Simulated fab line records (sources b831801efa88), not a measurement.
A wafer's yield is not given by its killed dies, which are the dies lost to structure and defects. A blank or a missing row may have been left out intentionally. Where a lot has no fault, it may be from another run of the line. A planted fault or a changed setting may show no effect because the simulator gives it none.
Which tool did it?    flow sky130    Sampling: 11 lots, 33 wafers, 5 of 708 route steps

## WHAT THE GAUGES READ, wafer by wafer
SKY_GATE_OXIDE_TW_MEAS_14. Usual: GATE_OXIDE_TW gives 225.4 (standard deviation 1.7).
lot   measured      on             GATE_OXIDE_TW      flag
L733  day 15 18:07  film metro-02  225.9 227.0 225.4  
L739  day 17 12:55  film metro-02  226.0 226.0 226.2  
L740  day 17 23:04  film metro-04  227.8 227.8 227.4  
L742  day 19 04:28  film metro-01  223.3 222.7 223.4  
L743  day 19 16:48  film metro-01  222.3 222.8 222.9  
L744  day 20 00:32  film metro-01  223.9 224.1 222.0  
L745  day 20 00:53  film metro-01  224.1 224.3 224.4  
L746  day 20 09:18  film metro-04  226.5 226.7 228.2  
L747  day 20 11:15  film metro-01  224.0 222.6 225.0  
L748  day 21 00:11  film metro-01  223.7 223.8 223.2  
L749  day 21 05:16  film metro-02  224.6 224.9 225.7  

SKY_POLY_GATE_CD_MEAS_22. Usual: cd nm reads 150.5 nm (standard deviation 2.6).
lot   measured      on         cd nm (nm)         flag
L733  day 18 21:46  cd sem-01  153.1 154.0 152.5  
L739  day 20 10:33  cd sem-02  145.2 152.3 149.1  
L740  day 20 18:30  cd sem-02  152.7 152.4 151.7  
L742  day 22 02:07  cd sem-01  150.2 150.5 149.5  
L743  day 22 13:43  cd sem-01  150.7 149.8 149.6  
L744  day 22 19:37  cd sem-01  144.5 148.3 148.6  
L745  day 22 20:55  cd sem-02  148.8 151.7 148.9  
L746  day 23 04:53  cd sem-01  150.0 147.7 148.7  
L747  day 23 06:22  cd sem-01  150.7 153.3 151.5  
L748  day 23 18:55  cd sem-01  152.6 151.5 150.1  
L749  day 24 00:00  cd sem-02  151.6 150.9 150.4  

## EACH LOT AND THE TOOL THAT RAN IT (in order: tool; ch and the chambers of the sampled wafers; start)
lot   SKY_SONOS_ONO_STRIP_17                SKY_POLY_GATE_ETCH_17             SKY_POLY_GATE_STRIP_18
L733  plasma asher-01 ch 0,1, day 14 11:38  rie si-01 ch 1,2,3, day 18 19:11  plasma asher-04 ch 0,1, day 18 19:15
L739  plasma asher-01 ch 0,1, day 16 06:14  rie si-02 ch 0,1,3, day 20 08:03  plasma asher-04 ch 0,1, day 20 08:07
L740  plasma asher-02 ch 0,1, day 16 15:59  rie si-02 ch 2,3, day 20 16:53    plasma asher-04 ch 0, day 20 16:57
L742  plasma asher-02 ch 0,1, day 17 19:27  rie si-01 ch 0,1,3, day 22 00:20  plasma asher-01 ch 0,1, day 22 00:26
L743  plasma asher-02 ch 0, day 18 08:14    rie si-01 ch 0,2, day 22 12:03    plasma asher-01 ch 0,1, day 22 12:06
L744  plasma asher-03 ch 0,1, day 18 14:48  rie si-02 ch 0,1, day 22 18:03    plasma asher-01 ch 0,1, day 22 18:08
L745  plasma asher-03 ch 0,1, day 18 15:32  rie si-01 ch 0,2, day 22 19:21    plasma asher-01 ch 0,1, day 22 19:25
L746  plasma asher-02 ch 0,1, day 18 22:55  rie si-02 ch 0,1,2, day 23 03:17  plasma asher-02 ch 0,1, day 23 03:21
L747  plasma asher-02 ch 0,1, day 19 02:22  rie si-01 ch 1,2,3, day 23 04:48  plasma asher-04 ch 0,1, day 23 04:52
L748  plasma asher-02 ch 0,1, day 19 15:07  rie si-02 ch 1,3, day 23 17:21    plasma asher-02 ch 0,1, day 23 17:26
L749  plasma asher-01 ch 0,1, day 19 20:29  rie si-01 ch 0,3, day 23 22:27    plasma asher-02 ch 0,1, day 23 22:31
- SKY_SONOS_ONO_STRIP_17: strips in O2/N2.
- SKY_POLY_GATE_ETCH_17: etches poly-Si in HBr/Cl2, stops on SiO2, target depth 180 nm, time 70.5 s.
- SKY_POLY_GATE_STRIP_18: strips in O2/N2.

## AS READ BY THE TOOLS THEMSELVES (means over the sampled wafers that have a number; for cases with no such wafer, the mark the record gives instead)
SKY_SONOS_ONO_STRIP_17. Usual: drypump motor current A 5.6 A, standard deviation 0.47; o2 flow sccm 3000 sccm, standard deviation 9.4; oes product au 0.710 a.u., standard deviation 0.0047; strip time to endpoint s 14.10 s, standard deviation 0.037.
lot   tool             drypump motor current A (A)  o2 flow sccm (sccm)  oes product au (a.u.)  strip time to endpoint s (s)  flag
L733  plasma asher-01  5.2                          3013                 0.707                  14.06                         
L739  plasma asher-01  5.2                          2997                 0.715                  14.05                         
L740  plasma asher-02  5.7                          2993                 0.708                  14.13                         
L742  plasma asher-02  5.7                          3000                 0.712                  14.09                         
L743  plasma asher-02  5.7                          2990                 0.710                  14.10                         
L744  plasma asher-03  5.3                          2993                 0.704                  14.10                         
L745  plasma asher-03  5.6                          2998                 0.707                  14.13                         
L746  plasma asher-02  5.7                          2996                 0.712                  14.11                         
L747  plasma asher-02  5.7                          3004                 0.711                  14.08                         
L748  plasma asher-02  5.7                          2997                 0.714                  14.07                         
L749  plasma asher-01  5.2                          3003                 0.708                  14.05                         

SKY_POLY_GATE_ETCH_17. Usual: drypump motor current A 5.70 A, standard deviation 0.26; oes product au 0.987 a.u., standard deviation 0.0089; throttle valve pct 33.683 %, standard deviation 0.0093.
lot   tool       drypump motor current A (A)  oes product au (a.u.)  throttle valve pct (%)  flag
L733  rie si-01  5.80                         0.989                  33.678                  
L739  rie si-02  5.54                         0.989                  33.682                  
L740  rie si-02  5.83                         0.995                  33.680                  
L742  rie si-01  5.82                         0.994                  33.689                  
L743  rie si-01  5.90                         0.987                  33.680                  
L744  rie si-02  5.33                         0.983                  33.683                  
L745  rie si-01  5.95                         0.988                  33.691                  
L746  rie si-02  5.41                         0.977                  33.684                  
L747  rie si-01  5.80                         0.980                  33.679                  
L748  rie si-02  5.55                         1.006                  33.669                  
L749  rie si-01  5.96                         0.990                  33.681                  

SKY_POLY_GATE_STRIP_18. Usual: drypump motor current A 6.0 A, standard deviation 0.69; o2 flow sccm 2998 sccm, standard deviation 8.2; oes product au 0.361 a.u., standard deviation 0.0053; strip time to endpoint s 3.18 s, standard deviation 0.035.
lot   tool             drypump motor current A (A)  o2 flow sccm (sccm)  oes product au (a.u.)  strip time to endpoint s (s)  flag
L733  plasma asher-04  6.6                          2995                 0.350                  2.97                          OFF
L739  plasma asher-04  6.6                          3008                 0.366                  3.19                          
L740  plasma asher-04  6.6                          2990                 0.360                  3.16                          
L742  plasma asher-01  5.7                          3000                 0.363                  3.17                          
L743  plasma asher-01  5.2                          2999                 0.363                  3.20                          
L744  plasma asher-01  5.2                          2995                 0.360                  3.19                          
L745  plasma asher-01  5.2                          3009                 0.362                  3.21                          
L746  plasma asher-02  5.7                          2992                 0.365                  3.16                          
L747  plasma asher-04  6.6                          3002                 0.356                  3.19                          
L748  plasma asher-02  5.7                          2989                 0.361                  3.17                          
L749  plasma asher-02  5.7                          2996                 0.359                  3.18                          

## THE ANSWER, worked out from the rows above alone
Rule: a lot counts as off when the mean over its wafers that have a number is more than 3 standard deviations away from the usual mean. A lot without any number at a reading at which 4 lots or more have one is off too. All remaining lots with rows at the step are treated as sound. Order of review: gauges by route order, followed by the tools' own readings, for which a lot's mean as printed above is used. The first step at which some lot is off is used, and at that step the reading that is off furthest; a lot without a number counts as furthest.
Off, at SKY_POLY_GATE_STRIP_18 on strip time to endpoint s: L733.
A tool fits if, at that step or a process step before it, it ran every lot that is off, and no sound lot after the first of them. None of those tried fits.

## WHAT THE SIMULATOR PUT IN
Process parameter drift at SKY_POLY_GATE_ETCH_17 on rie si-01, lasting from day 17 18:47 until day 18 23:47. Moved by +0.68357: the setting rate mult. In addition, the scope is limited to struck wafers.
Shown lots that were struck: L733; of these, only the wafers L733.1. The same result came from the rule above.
